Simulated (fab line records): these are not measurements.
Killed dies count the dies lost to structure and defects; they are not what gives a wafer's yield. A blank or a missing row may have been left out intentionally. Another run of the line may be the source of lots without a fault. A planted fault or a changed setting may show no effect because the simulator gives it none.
fab line records	flow sky130
record lots=7	wafers=21	last_day=50
route steps=708 shown VIA2@516 PAD_OPEN@708
lots that met no fault: from a run of the same line without faults
start_h: hours from the record's opening day to when the first of the lot's shown wafers began	wait_h: time in hours since the lot's previous step	" the same as in the row above	L1.1+2: several wafers, shown together as one row	- no value, or no start was given	* or withheld: withheld	< > ~ a bound
route shown NAME@n: a module of which the file shows steps, and the number in the route of the first	usual: average and standard deviation across the fault-free wafers	same: alike in all rows	chamber/n: place in a boat	sites: each site's reading	_std_site: the values' standard deviation	_edge_site: the outer-site mean with the inner-site mean subtracted	radius_mm: for every site, how far away it sits from the centre of the wafer	mask NAME#n: copy n	behind: the tool/chamber that last shaped the wafer	hold: what put the lot on hold/how long, in hours/how the hold closed	device: the n, p or np transistor that did not switch	end of line: tests of these same wafers at the route's end	where a step has no rows: the recipe by itself	killed: not the wafer's yield, but the dies lost to structure and defects at the first sort	map: a wafer's dies, marking killed ones x, the rest . and places with no die _
set.NAME: the setting that was run; set.NAME@STEP: the one run at that earlier step	model.NAME: the simulator's own value behind a step, which no gauge read
a table for each step, a row for each wafer; lots at some steps of the route
services: a tool's chamber out of use, with start hour (start_h, from the record's first day; less than 0 if before it), hours out, and reason
## steps
# step SKY_VIA2_EXPOSE_09
# recipe mask_id=VIM2	na=0.8	source_shape=annular	sigma_inner=0.55	sigma_outer=0.85	target_cd_nm=200	dose_mj=38
# step SKY_VIA2_PEB_10
# recipe peb_temp_c=withheld	peb_time_s=withheld	resist=KrF-thick
# step SKY_VIA2_DEVELOP_11
# recipe develop_time_s=60	resist=KrF-thick	dev_temp_c=21
# step SKY_VIA2_CD_MEAS_12
# recipe target_cd_nm=200
# usual cd_nm=199.8/1.5
lot.wafer	tool	chamber	start_h	wait_h	cd_nm
L962.1	cd_sem-01	-	880.00	-	199.1
L962.5	"	-	"	"	197.9
L962.6	"	-	"	"	198.7
L970.2	cd_sem-01	-	938.67	-	200.6
L970.3	"	-	"	"	198.0
L970.6	"	-	"	"	200.0
L975.2	cd_sem-02	-	973.13	-	199.0
L975.3	"	-	"	"	199.6
L975.6	"	-	"	"	198.7
L976.1	cd_sem-01	-	979.11	-	198.8
L976.2	"	-	"	"	199.6
L976.3	"	-	"	"	199.6
L977.2	cd_sem-01	-	987.72	-	201.4
L977.5	"	-	"	"	202.0
L977.6	"	-	"	"	201.9
L979.2	cd_sem-02	-	998.02	-	198.9
L979.3	"	-	"	"	198.5
L979.4	"	-	"	"	200.5
L980.1	cd_sem-02	-	998.86	-	198.9
L980.2	"	-	"	"	198.2
L980.4	"	-	"	"	198.1
# step SKY_VIA2_OVL_MEAS_13
# usual VIA2_OVL=2/7.2
lot.wafer	tool	chamber	start_h	wait_h	VIA2_OVL[nm]
L962.1	overlay-02	-	880.12	0.1	2
L962.5	"	-	"	"	4
L962.6	"	-	"	"	9
L970.2	overlay-01	-	938.77	0.1	8
L970.3	"	-	"	"	-2
L970.6	"	-	"	"	1
L975.2	overlay-02	-	973.24	0.1	-9
L975.3	"	-	"	"	-9
L975.6	"	-	"	"	-7
L976.1	overlay-02	-	979.23	0.1	9
L976.2	"	-	"	"	-4
L976.3	"	-	"	"	8
L977.2	overlay-02	-	987.82	0.1	-3
L977.5	"	-	"	"	-1
L977.6	"	-	"	"	-11
L979.2	overlay-01	-	998.12	0.1	12
L979.3	"	-	"	"	-1
L979.4	"	-	"	"	6
L980.1	overlay-02	-	998.98	0.1	-6
L980.2	"	-	"	"	-8
L980.4	"	-	"	"	-6
# step SKY_VIA2_ETCH_14
# recipe chemistry=N2/H2	target=BARC	ion_energy_ev=200	source_w=500	bias_w=100	pressure_mtorr=30	n2_flow_sccm=100	h2_flow_sccm=200	stop_on=SiO2	time_s=45.9	target_depth_a=600
# usual drypump_motor_current_A=6.0/0.38	h2_flow_sccm=200.0/0.58	oes_product_au=0.854/0.0048	throttle_valve_pct=13.225/0.0096
lot.wafer	tool	chamber	start_h	wait_h	drypump_motor_current_A	h2_flow_sccm	oes_product_au	rf_hours_counter_h	throttle_valve_pct
L962.1	rie_diel-02	0	880.15	0.0	6.2	198.5	0.851	8	13.232
L962.5	"	1	"	"	6.6	199.4	0.844	-	13.232
L962.6	"	0	"	"	6.1	199.6	0.852	-	13.222
L970.2	rie_diel-01	1	938.80	0.0	5.9	199.9	0.849	15	13.232
L970.3	"	3	"	"	6.0	199.5	0.844	5	13.225
L970.6	"	1	"	"	5.9	200.1	0.855	-	13.232
L975.2	rie_diel-01	3	973.27	0.0	6.0	200.3	0.847	6	13.225
L975.3	"	0	"	"	6.4	200.4	0.854	3	13.222
L975.6	"	0	"	"	6.4	200.5	0.854	-	13.231
L976.1	rie_diel-03	2	979.27	0.0	5.8	199.0	0.854	8	13.235
L976.2	"	3	"	"	5.8	199.6	0.858	24	13.218
L976.3	"	0	"	"	5.2	199.2	0.861	26	13.217
L977.2	rie_diel-02	0	987.85	0.0	6.2	199.8	0.865	11	13.220
L977.5	"	3	"	"	5.6	199.8	0.861	-	13.245
L977.6	"	2	"	"	6.3	200.1	0.844	-	13.234
L979.2	rie_diel-01	3	998.15	0.0	6.0	200.4	0.847	7	13.215
L979.3	"	1	"	"	5.9	200.4	0.860	16	13.227
L979.4	"	0	"	"	6.4	199.6	0.853	3	13.236
L980.1	rie_diel-01	2	999.02	0.0	5.3	200.2	0.861	21	13.231
L980.2	"	3	"	"	6.0	199.9	0.858	7	13.218
L980.4	"	0	"	"	6.4	199.8	0.851	4	13.230
# step SKY_VIA2_ETCH_15
# recipe target=SiO2	chemistry=C4F8/O2/Ar	target_depth_nm=546	stop_on=TiN	mask_material=KrF-thick	source_w=1500	bias_w=1200	pressure_mtorr=40	c4f8_flow_sccm=withheld	O2_flow_sccm=6	Ar_flow_sccm=300	time_s=84
# usual oes_product_au=0.940/0.0049
lot.wafer	tool	chamber	start_h	wait_h	oes_product_au
L962.1	rie_diel-02	0	880.20	0.0	0.939
L962.5	"	1	"	"	0.937
L962.6	"	0	"	"	0.942
L970.2	rie_diel-01	1	938.85	0.0	0.940
L970.3	"	3	"	"	0.945
L970.6	"	1	"	"	0.940
L975.2	rie_diel-01	3	973.31	0.0	0.937
L975.3	"	0	"	"	0.948
L975.6	"	0	"	"	0.944
L976.1	rie_diel-03	2	979.31	0.0	0.934
L976.2	"	3	"	"	0.934
L976.3	"	0	"	"	0.950
L977.2	rie_diel-02	0	987.90	0.0	0.950
L977.5	"	3	"	"	0.947
L977.6	"	2	"	"	0.940
L979.2	rie_diel-01	3	998.20	0.0	0.941
L979.3	"	1	"	"	0.933
L979.4	"	0	"	"	0.936
L980.1	rie_diel-01	2	999.06	0.0	0.938
L980.2	"	3	"	"	0.946
L980.4	"	0	"	"	0.945
# step SKY_VIA2_STRIP_16
# recipe chemistry=O2/N2	power_w=1400	pressure_mtorr=1500	platen_temp_c=withheld	o2_flow_sccm=3000	n2_flow_sccm=300	overash_fraction=0.5
# usual drypump_motor_current_A=5.6/0.69	o2_flow_sccm=3001/9.3	oes_product_au=0.399/0.0048	strip_time_to_endpoint_s=4.042/0.025
lot.wafer	tool	chamber	start_h	wait_h	drypump_motor_current_A	o2_flow_sccm	oes_product_au	rf_hours_counter_h	strip_time_to_endpoint_s
L962.1	plasma_asher-04	1	880.26	0.0	6.7	3009	0.399	45	4.083
L962.5	"	0	"	"	5.1	2995	0.404	-	4.074
L962.6	"	1	"	"	6.7	3015	0.394	-	4.044
L970.2	plasma_asher-02	0	938.91	0.0	5.8	3017	0.399	110	4.009
L970.3	"	1	"	"	6.4	2996	0.400	-	4.030
L970.6	"	0	"	"	5.8	2997	0.399	-	4.020
L975.2	plasma_asher-01	1	973.37	0.0	5.2	3004	0.406	23	4.025
L975.3	"	0	"	"	4.8	2993	0.397	-	4.002
L975.6	"	1	"	"	5.2	3017	0.405	-	4.016
L976.1	plasma_asher-04	0	979.37	0.0	5.2	3017	0.403	55	4.078
L976.2	"	1	"	"	6.7	3002	0.396	55	4.079
L976.3	"	1	"	"	6.7	2994	0.402	-	4.049
L977.2	plasma_asher-01	1	987.96	0.0	5.2	2990	0.394	24	4.076
L977.5	"	1	"	"	5.2	2986	0.393	-	4.063
L977.6	"	0	"	"	4.8	3019	0.396	-	4.085
L979.2	plasma_asher-01	1	998.26	0.0	5.2	3010	0.403	25	4.078
L979.3	"	0	"	"	4.9	2998	0.390	-	4.052
L979.4	"	1	"	"	5.2	3004	0.400	-	4.048
L980.1	plasma_asher-01	0	999.12	0.0	4.9	2994	0.399	25	4.070
L980.2	"	1	"	"	5.2	2993	0.398	25	4.065
L980.4	"	0	"	"	4.9	2997	0.398	-	4.020
# step SKY_VIA2_STRIP_17
# recipe chemistry=post_etch_residue_remover	time_s=1200	temp_c=72.5
# step SKY_VIA2_CLEAN_18
# recipe chemistry=IPA	time_s=180	temp_c=25
# step SKY_VIA2_CLEAN_19
# recipe chemistry=O3/DIW	dry=n2_spin
# step SKY_VIA2_SPUTTER_20
# recipe material=TiN	target_thk_nm=20	chamber_pressure_pa=5	power_w=4000	time_s=80
# usual throttle_valve_pct=30.4/1.3
lot.wafer	tool	chamber	start_h	wait_h	throttle_valve_pct
L962.1	pvd_sputter-04	-	880.85	0.0	31.1
L962.5	"	-	"	"	28.1
L962.6	"	-	"	"	31.4
L970.2	pvd_sputter-04	-	939.54	0.0	31.2
L970.3	"	-	"	"	30.9
L970.6	"	-	"	"	31.4
L975.2	pvd_sputter-02	-	974.02	0.0	29.4
L975.3	"	-	"	"	30.9
L975.6	"	-	"	"	31.9
L976.1	pvd_sputter-04	-	979.96	0.0	31.6
L976.2	"	-	"	"	28.5
L976.3	"	-	"	"	31.3
L977.2	pvd_sputter-02	-	988.55	0.0	29.2
L977.5	"	-	"	"	29.4
L977.6	"	-	"	"	29.7
L979.2	pvd_sputter-04	-	998.85	0.0	28.3
L979.3	"	-	"	"	29.4
L979.4	"	-	"	"	31.6
L980.1	pvd_sputter-01	-	999.72	0.0	32.2
L980.2	"	-	"	"	28.6
L980.4	"	-	"	"	30.6
# step SKY_VIA2_CVD_21
# recipe material=W	target_thk_nm=420	time_s=126.4	temp_c=400	pressure_torr=40
# usual heater_power_w=868/140	susceptor_temp_C=399.99/0.19
lot.wafer	tool	chamber	start_h	wait_h	heater_power_w	susceptor_temp_C	model.W_of_VIA2_CVD_21.thk_nm
L962.1	cvd_w-01	0	880.91	0.0	855	399.97	426.2
L962.5	"	0	"	"	824	399.76	429.9
L962.6	"	0	"	"	856	400.16	427
L970.2	cvd_w-02	0	939.60	0.0	1043	399.86	419.7
L970.3	"	0	"	"	1036	399.88	419.3
L970.6	"	1	"	"	802	399.92	414.3
L975.2	cvd_w-02	1	974.08	0.0	827	402.35	434.9
L975.3	"	1	"	"	815	402.49	441.6
L975.6	"	0	"	"	1051	402.35	436
L976.1	cvd_w-02	0	980.02	0.0	1059	402.38	444.4
L976.2	"	1	"	"	791	402.73	437.2
L976.3	"	0	"	"	1036	402.62	438.2
L977.2	cvd_w-02	1	988.61	0.0	813	402.22	439.7
L977.5	"	1	"	"	784	402.44	440.1
L977.6	"	0	"	"	1056	402.79	437.8
L979.2	cvd_w-01	1	998.96	0.1	658	399.81	417.1
L979.3	"	1	"	"	667	400.09	419.4
L979.4	"	1	"	"	664	400.02	411.2
L980.1	cvd_w-01	1	999.79	0.0	679	399.97	420.9
L980.2	"	1	"	"	671	399.64	418.1
L980.4	"	1	"	"	666	399.85	416.2
# step SKY_VIA2_RS_MEAS_22
# recipe thk_meas_gauge=four-point-probe	reads=W_of_VIA2_CVD_21+TiN_of_VIA2_SPUTTER_20
# usual VIA2_W_RS=0.272/0.0037
lot.wafer	tool	chamber	start_h	wait_h	VIA2_W_RS[ohm/sq]
L962.1	film_metro-02	-	881.17	0.2	0.269
L962.5	"	-	"	"	0.267
L962.6	"	-	"	"	0.269
L970.2	film_metro-04	-	939.75	0.1	0.273
L970.3	"	-	"	"	0.273
L970.6	"	-	"	"	0.277
L975.2	film_metro-01	-	974.23	0.1	0.263
L975.3	"	-	"	"	0.260
L975.6	"	-	"	"	0.263
L976.1	film_metro-01	-	980.15	0.1	0.258
L976.2	"	-	"	"	0.262
L976.3	"	-	"	"	0.261
L977.2	film_metro-01	-	988.76	0.1	0.260
L977.5	"	-	"	"	0.260
L977.6	"	-	"	"	0.262
L979.2	film_metro-04	-	999.19	0.2	0.274
L979.3	"	-	"	"	0.273
L979.4	"	-	"	"	0.279
L980.1	film_metro-02	-	1000.06	0.2	0.272
L980.2	"	-	"	"	0.274
L980.4	"	-	"	"	0.275
# step SKY_VIA2_THK_MEAS_23
# recipe thk_meas_gauge=xrf	reads=W_of_VIA2_CVD_21
# usual VIA2_W_THK=413/8.7
lot.wafer	tool	chamber	start_h	wait_h	VIA2_W_THK[nm]
L962.1	film_metro-02	-	881.29	0.1	424
L962.5	"	-	"	"	428
L962.6	"	-	"	"	425
L970.2	film_metro-04	-	939.86	0.1	412
L970.3	"	-	"	"	413
L970.6	"	-	"	"	407
L975.2	film_metro-01	-	974.34	0.1	416
L975.3	"	-	"	"	431
L975.6	"	-	"	"	423
L976.1	film_metro-01	-	980.27	0.1	431
L976.2	"	-	"	"	423
L976.3	"	-	"	"	426
L977.2	film_metro-01	-	988.87	0.1	427
L977.5	"	-	"	"	428
L977.6	"	-	"	"	429
L979.2	film_metro-04	-	999.30	0.1	417
L979.3	"	-	"	"	418
L979.4	"	-	"	"	412
L980.1	film_metro-02	-	1000.18	0.1	416
L980.2	"	-	"	"	412
L980.4	"	-	"	"	405
# step SKY_PAD_OPEN_PROBE_99
# usual defect_limited_yield=82.4/2	killed_at_M0_to_M3=44/7.4	killed_at_M4_up=3.1/1.8	killed_at_contacts=24/5.6	killed_at_front_end=15/4.9	killed_at_other=0.4/0.59	killed_dies=87/9.8	killed_open=47/7.2	killed_short=39/6.8	sort_bin_3_pad_short=0.9/0.41	sort_bin_5_function=10.3/1.6	sort_bin_6_memory=6.5/1.1	sort_n_pass=405/9.8	sort_yield_pct=82.4/2
# same gross_dies=492	killed_at_back_side=0	sort_bin_4_leakage[%]=0	sort_bin_8_speed[%]=0
lot.wafer	tool	chamber	start_h	wait_h	defect_limited_yield[%]	killed_at_M0_to_M3	killed_at_M4_up	killed_at_contacts	killed_at_front_end	killed_at_other	killed_dies	killed_open	killed_short	sort_bin_3_pad_short[%]	sort_bin_5_function[%]	sort_bin_6_memory[%]	sort_n_pass	sort_yield_pct[%]
L962.1	prober-02	-	1103.13	0.1	82.1	35	7	30	16	0	88	52	36	0.8	10.6	6.5	404	82.1
L962.5	prober-02	-	1103.33	0.2	81.1	48	1	26	17	1	93	50	43	0.6	11.2	7.1	399	81.1
L962.6	prober-02	-	1103.38	0.2	82.3	45	8	21	13	0	87	44	43	1.4	10.4	5.9	405	82.3
L970.2	prober-01	-	1148.49	0.1	83.9	45	3	21	10	0	79	47	32	1.0	9.3	5.7	413	83.9
L970.3	prober-01	-	1148.54	0.2	81.5	44	3	23	21	0	91	52	39	1.0	10.0	7.5	401	81.5
L970.6	prober-01	-	1148.69	0.2	80.7	44	4	25	20	2	95	50	44	0.8	12.6	5.9	397	80.7
L975.2	prober-02	-	1173.59	0.1	81.5	49	3	27	12	0	91	55	36	0.2	10.6	7.7	401	81.5
L975.3	prober-02	-	1173.64	0.2	82.5	41	2	28	15	0	86	45	41	1.2	10.2	6.1	406	82.5
L975.6	prober-02	-	1173.79	0.2	86.2	25	6	21	16	0	68	42	26	1.0	6.9	5.9	424	86.2
L976.1	prober-01	-	1177.98	0.1	83.1	34	3	35	10	1	83	51	31	0.4	9.6	6.9	409	83.1
L976.2	prober-01	-	1178.03	0.1	81.9	49	3	22	15	0	89	47	42	0.4	12.0	5.7	403	81.9
L976.3	prober-01	-	1178.08	0.2	82.9	34	3	28	18	1	84	55	29	0.8	10.2	6.1	408	82.9
L977.2	prober-02	-	1184.55	0.1	79.1	46	6	32	19	0	103	52	51	0.8	12.0	8.1	389	79.1
L977.5	prober-02	-	1184.70	0.2	84.6	39	0	23	14	0	76	41	35	0.8	8.5	6.1	416	84.6
L977.6	prober-02	-	1184.75	0.2	83.1	42	4	25	12	0	83	42	41	0.6	8.7	7.5	409	83.1
L979.2	prober-02	-	1189.84	0.1	83.7	41	2	21	16	0	80	47	33	1.0	7.9	7.3	412	83.7
L979.3	prober-02	-	1189.89	0.2	83.9	38	1	26	13	1	79	46	33	1.2	7.7	7.1	413	83.9
L979.4	prober-02	-	1189.94	0.2	81.9	43	3	21	20	2	89	38	50	1.4	9.3	7.3	403	81.9
L980.1	prober-01	-	1190.82	0.1	79.9	49	7	28	15	0	99	57	42	0	12.4	7.7	393	79.9
L980.2	prober-01	-	1190.87	0.1	83.3	40	1	24	16	1	82	46	36	0.8	9.3	6.5	410	83.3
L980.4	prober-01	-	1190.97	0.2	81.5	43	2	24	22	0	91	48	43	0.6	11.2	6.7	401	81.5
# killed by level:class
L962.1 LOCAL_INTERCONNECT:geometric_particle:short=9 VIA1:geometric_particle:open=9 LI_CONTACT:geometric_particle:open=8 CONTACT:geometric_particle:open=6 VIA3:geometric_particle:open=6 POLY_GATE:geometric_particle:open=5 VIA2:geometric_particle:open=5 FIELD_ISO:geometric_particle:open=4
L962.5 VIA2:geometric_particle:open=11 VIA3:geometric_particle:open=8 VIA1:geometric_particle:open=8 CONTACT:geometric_particle:short=7 POLY_GATE:geometric_particle:short=6 CONTACT:geometric_particle:open=6 LI_CONTACT:geometric_particle:open=5 VIA3:geometric_particle:short=5
L962.6 VIA2:geometric_particle:open=10 CONTACT:geometric_particle:open=8 VIA3:geometric_particle:short=8 CONTACT:geometric_particle:short=5 VIA3:geometric_particle:open=5 METAL4:geometric_particle:short=5 METAL2:geometric_particle:short=4 LI_CONTACT:geometric_particle:open=4
L970.2 VIA1:geometric_particle:open=11 LI_CONTACT:geometric_particle:open=8 VIA3:geometric_particle:open=7 VIA2:geometric_particle:open=4 METAL2:geometric_particle:short=4 POLY_GATE:geometric_particle:open=3 LI_CONTACT:geometric_particle:short=3 LOCAL_INTERCONNECT:geometric_particle:short=3
L970.3 VIA2:geometric_particle:open=9 FIELD_ISO:geometric_particle:short=7 METAL2:geometric_particle:short=7 CONTACT:geometric_particle:open=7 VIA1:geometric_particle:open=7 VIA3:geometric_particle:open=7 FIELD_ISO:geometric_particle:open=6 LI_CONTACT:geometric_particle:open=6
L970.6 VIA3:geometric_particle:open=11 FIELD_ISO:geometric_particle:short=7 CONTACT:geometric_particle:short=7 VIA2:geometric_particle:open=7 LI_CONTACT:geometric_particle:open=6 VIA1:geometric_particle:open=6 CONTACT:geometric_particle:open=5 METAL1:geometric_particle:short=5
L975.2 VIA3:geometric_particle:open=12 LI_CONTACT:geometric_particle:open=10 VIA1:geometric_particle:open=9 CONTACT:geometric_particle:open=8 VIA2:geometric_particle:open=6 FIELD_ISO:geometric_particle:short=5 VIA2:geometric_particle:short=5 LOCAL_INTERCONNECT:geometric_particle:short=4
L975.3 CONTACT:geometric_particle:open=12 VIA2:geometric_particle:open=10 VIA3:geometric_particle:open=7 METAL1:geometric_particle:short=6 LOCAL_INTERCONNECT:geometric_particle:short=5 CONTACT:geometric_particle:short=5 VIA1:geometric_particle:open=5 FIELD_ISO:geometric_particle:short=4
L975.6 CONTACT:geometric_particle:open=13 FIELD_ISO:geometric_particle:open=6 VIA1:geometric_particle:open=6 VIA3:geometric_particle:open=4 METAL4:geometric_particle:short=4 SPACER:geometric_particle:short=3 LOCAL_INTERCONNECT:geometric_particle:short=3 CONTACT:geometric_particle:short=3
L976.1 LI_CONTACT:geometric_particle:open=12 CONTACT:geometric_particle:open=12 VIA1:geometric_particle:open=8 VIA3:geometric_particle:open=6 VIA1:geometric_particle:short=5 VIA3:geometric_particle:short=4 CONTACT:geometric_particle:short=4 VIA2:geometric_particle:open=4
L976.2 VIA1:geometric_particle:open=9 VIA3:geometric_particle:open=9 VIA2:geometric_particle:open=8 VIA2:geometric_particle:short=8 METAL1:geometric_particle:short=7 LI_CONTACT:geometric_particle:open=6 LI_CONTACT:geometric_particle:short=4 LOCAL_INTERCONNECT:geometric_particle:short=4
L976.3 CONTACT:geometric_particle:open=11 FIELD_ISO:geometric_particle:open=8 LI_CONTACT:geometric_particle:open=8 VIA3:geometric_particle:open=8 VIA1:geometric_particle:open=7 CONTACT:geometric_particle:short=5 VIA2:geometric_particle:open=4 METAL1:geometric_particle:short=4
L977.2 CONTACT:geometric_particle:open=11 VIA1:geometric_particle:open=9 VIA3:geometric_particle:open=9 METAL2:geometric_particle:short=8 LOCAL_INTERCONNECT:geometric_particle:short=7 FIELD_ISO:geometric_particle:open=6 CONTACT:geometric_particle:short=6 METAL4:geometric_particle:short=6
L977.5 CONTACT:geometric_particle:open=10 VIA1:geometric_particle:open=8 CONTACT:geometric_particle:short=6 METAL2:geometric_particle:short=6 VIA2:geometric_particle:open=6 FIELD_ISO:geometric_particle:short=5 POLY_GATE:geometric_particle:short=5 LI_CONTACT:geometric_particle:open=5
L977.6 METAL1:geometric_particle:short=11 VIA1:geometric_particle:open=11 LI_CONTACT:geometric_particle:open=8 CONTACT:geometric_particle:short=8 CONTACT:geometric_particle:open=6 VIA3:geometric_particle:open=5 FIELD_ISO:geometric_particle:open=4 METAL2:geometric_particle:short=4
L979.2 VIA1:geometric_particle:open=13 LI_CONTACT:geometric_particle:open=8 METAL2:geometric_particle:short=7 POLY_GATE:geometric_particle:short=6 VIA2:geometric_particle:open=6 FIELD_ISO:geometric_particle:open=4 CONTACT:geometric_particle:open=4 VIA3:geometric_particle:open=4
L979.3 LI_CONTACT:geometric_particle:open=11 VIA3:geometric_particle:open=8 CONTACT:geometric_particle:short=7 CONTACT:geometric_particle:open=7 METAL1:geometric_particle:short=5 METAL2:geometric_particle:short=5 VIA2:geometric_particle:open=5 VIA1:geometric_particle:open=4
L979.4 VIA1:geometric_particle:open=11 FIELD_ISO:geometric_particle:short=7 VIA3:geometric_particle:short=7 METAL2:geometric_particle:short=6 POLY_GATE:geometric_particle:short=5 LOCAL_INTERCONNECT:geometric_particle:short=5 CONTACT:geometric_particle:open=5 VIA3:geometric_particle:open=5
L980.1 VIA1:geometric_particle:open=12 LI_CONTACT:geometric_particle:open=11 METAL1:geometric_particle:short=6 VIA3:geometric_particle:open=6 VIA2:geometric_particle:open=6 CONTACT:geometric_particle:open=5 FIELD_ISO:geometric_particle:short=4 LOCAL_INTERCONNECT:geometric_particle:short=4
L980.2 LI_CONTACT:geometric_particle:open=12 VIA2:geometric_particle:open=8 CONTACT:geometric_particle:open=6 METAL1:geometric_particle:short=5 SPACER:geometric_particle:short=5 VIA1:geometric_particle:open=5 VIA2:geometric_particle:short=5 POLY_GATE:geometric_particle:open=4
L980.4 VIA1:geometric_particle:open=13 VIA2:geometric_particle:open=8 FIELD_ISO:geometric_particle:short=7 CONTACT:geometric_particle:open=6 VIA1:geometric_particle:short=6 VIA3:geometric_particle:open=6 LI_CONTACT:geometric_particle:short=5 LI_CONTACT:geometric_particle:open=5
## services
tool	chamber	start_h	hours	kind
pvd_sputter-01	-	856.86	5.8	repair
cvd_w-02	-	859.10	2.8	pm
rie_diel-01	0	860.49	-	clean
rie_diel-01	0	860.49	16.2	scheduled_down
rie_diel-01	0	860.49	16.2	vent_cycle
cvd_w-01	1	880.45	2.7	repair
rie_diel-02	3	884.00	3.5	repair
rie_diel-03	3	894.44	9.1	repair
cvd_w-01	-	904.00	14.0	pm
cvd_w-01	0	904.00	14.0	vent_cycle
cvd_w-01	1	904.00	14.0	vent_cycle
cvd_w-02	1	907.24	11.4	repair
plasma_asher-04	-	910.51	2.9	repair
pvd_sputter-04	-	911.24	1.8	repair
cvd_w-01	0	918.00	-	clean
pvd_sputter-02	-	939.99	5.9	repair
plasma_asher-04	-	945.42	1.1	repair
plasma_asher-02	-	951.60	0.8	repair
cvd_w-02	-	962.70	0.4	repair
pvd_sputter-04	2	964.54	-	consumable_replace:kit
pvd_sputter-04	2	964.54	18.0	scheduled_down
pvd_sputter-04	2	964.54	18.0	vent_cycle
cvd_w-02	0	991.60	-	calibration
cvd_w-01	0	998.82	20.0	repair
## key
first_sign step=SKY_VIA2_CVD_21	reading=susceptor_temp_C	direction=up	sigmas=13	usual=*	struck=*
effect step=SKY_VIA2_RS_MEAS_22	reading=VIA2_W_RS	direction=down	sigmas=2.9	usual=0.272	struck=0.261
effect step=SKY_VIA2_THK_MEAS_23	reading=VIA2_W_THK	direction=up	sigmas=1.6	usual=413	struck=426
model_effect step=SKY_VIA2_CVD_21	value=W_of_VIA2_CVD_21.thk_nm	without=419.9	struck=438.9
met_at SKY_VIA2_CVD_21
struck_wafers L975.2,L975.3,L975.6,L976.1,L976.2,L976.3,L977.2,L977.5,L977.6
onset_between 939.60 974.08
fault kind=process_parameter_drift	tool=cvd_w-02	chamber=-	onset_h=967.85	steps=SKY_VIA2_CVD_21	channel=temp_c	offset=*	shape=step	end_h=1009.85	acts_in=*	stated=*
